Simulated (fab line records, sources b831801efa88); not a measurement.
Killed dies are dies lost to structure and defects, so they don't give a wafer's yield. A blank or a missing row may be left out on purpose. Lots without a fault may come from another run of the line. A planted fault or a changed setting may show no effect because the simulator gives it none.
Chamber matching | flow sky130 | SKY_VIA3_ETCH_15 on rie_diel-03: 4 sister chambers
The step etches SiO2 in C4F8/O2/Ar, stops on TiN, target depth 507 nm, time 78 s. 7 wafers are shown with their chamber, then 8 later ones without.

WAFERS WITH THEIR CHAMBER
wafer  | chamber | oes_product_au (a.u.)
L076.4 | 3       | 0.941
L083.3 | 2       | 0.940
L083.6 | 2       | 0.939
L091.3 | 1       | 0.946
L091.4 | 0       | 0.951
L091.6 | 1       | 0.943
L094.1 | 3       | 0.952

WAFERS WITHOUT THEIR CHAMBER
wafer  | oes_product_au (a.u.)
L094.2 | 0.941
L094.3 | 0.949
L094.4 | 0.951
L094.5 | 0.941
L094.6 | 0.950
L096.2 | 0.943
L096.3 | 0.943
L096.6 | 0.954

WHICH CHAMBER EACH WENT THROUGH
wafer  | from the rows above               | in truth
L094.2 | can't be placed: 2 or 1 or 3 or 0 | 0
L094.3 | can't be placed: 0 or 3 or 1 or 2 | 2
L094.4 | can't be placed: 0 or 3 or 1      | 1
L094.5 | can't be placed: 2 or 1 or 3 or 0 | 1
L094.6 | can't be placed: 0 or 3 or 1      | 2
L096.2 | can't be placed: 1 or 2 or 3 or 0 | 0
L096.3 | can't be placed: 1 or 2 or 3 or 0 | 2
L096.6 | can't be placed: 0 or 3 or 1      | 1
Placed correctly: 0 of 8. Can't be placed from these rows: 8 (the true chamber is among the candidates in 7). Placed wrongly: 0.
How it was worked out, from the rows above alone: a wafer's distance from a chamber is the root of the sum, over the readings, of the square of ((its reading less the chamber's mean) divided by the reading's scatter). The wafer belongs to the nearest chamber; if the next one is less than 2 further off, it can't be placed. A chamber's mean is the mean of its shown wafers. The scatter: the root of (the sum of the squares of (reading less its chamber's mean) over the shown wafers, divided by (wafers less chambers)).
